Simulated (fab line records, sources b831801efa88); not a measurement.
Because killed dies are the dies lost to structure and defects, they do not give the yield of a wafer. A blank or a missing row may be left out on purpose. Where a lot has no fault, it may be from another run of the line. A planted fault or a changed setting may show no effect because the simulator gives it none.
Matching of chambers -- flow sky130 -- rieDiel-04 running SKY_VIA3_ETCH_15: 4 sister chambers
The step etches SiO2 in C4F8/O2/Ar, stops on TiN, target depth 507 nm, time 78 s. 4 wafers are shown with their chamber, then 12 later ones without.

WAFERS, EACH WITH ITS CHAMBER
wafer,chamber,oesProductAu (a.u.)
L084.6,0,0.950
L091.2,3,0.941
L091.4,1,0.943
L091.5,2,0.939

WAFERS WHOSE CHAMBER IS MISSING
wafer,oesProductAu (a.u.)
L093.1,0.944
L093.4,0.942
L093.5,0.951
L094.3,0.942
L094.4,0.950
L094.6,0.954
L095.1,0.944
L095.2,0.944
L095.3,0.942
L097.2,0.943
L097.5,0.941
L097.6,0.947

WHICH CHAMBER EACH WENT THROUGH
wafer,from the rows above,in truth
L093.1,can't be placed: 1 or 3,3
L093.4,can't be placed: 1 or 3 or 2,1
L093.5,0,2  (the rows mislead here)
L094.3,can't be placed: 1 or 3 or 2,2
L094.4,0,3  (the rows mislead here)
L094.6,0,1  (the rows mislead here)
L095.1,can't be placed: 1 or 3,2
L095.2,can't be placed: 1 or 3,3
L095.3,can't be placed: 1 or 3 or 2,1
L097.2,can't be placed: 1 or 3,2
L097.5,can't be placed: 3 or 1 or 2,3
L097.6,can't be placed: 0 or 1 or 3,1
Correctly placed: 0 of 12. Cannot be placed on the basis of these rows: 9; the candidates contain the true chamber in 7. 3 placed wrongly.
How it was worked out, from the rows above alone: a wafer's distance from a chamber is the root of the sum, over the readings, of the square of ((its reading less the chamber's mean) divided by the reading's scatter). The wafer belongs to the nearest chamber; if the next one is less than 2 further off, it can't be placed. The mean given for a chamber averages the wafers shown for that chamber. The scatter: with one shown wafer a chamber, the root of the mean of the squares of how far each hidden wafer lies from its nearest shown one.
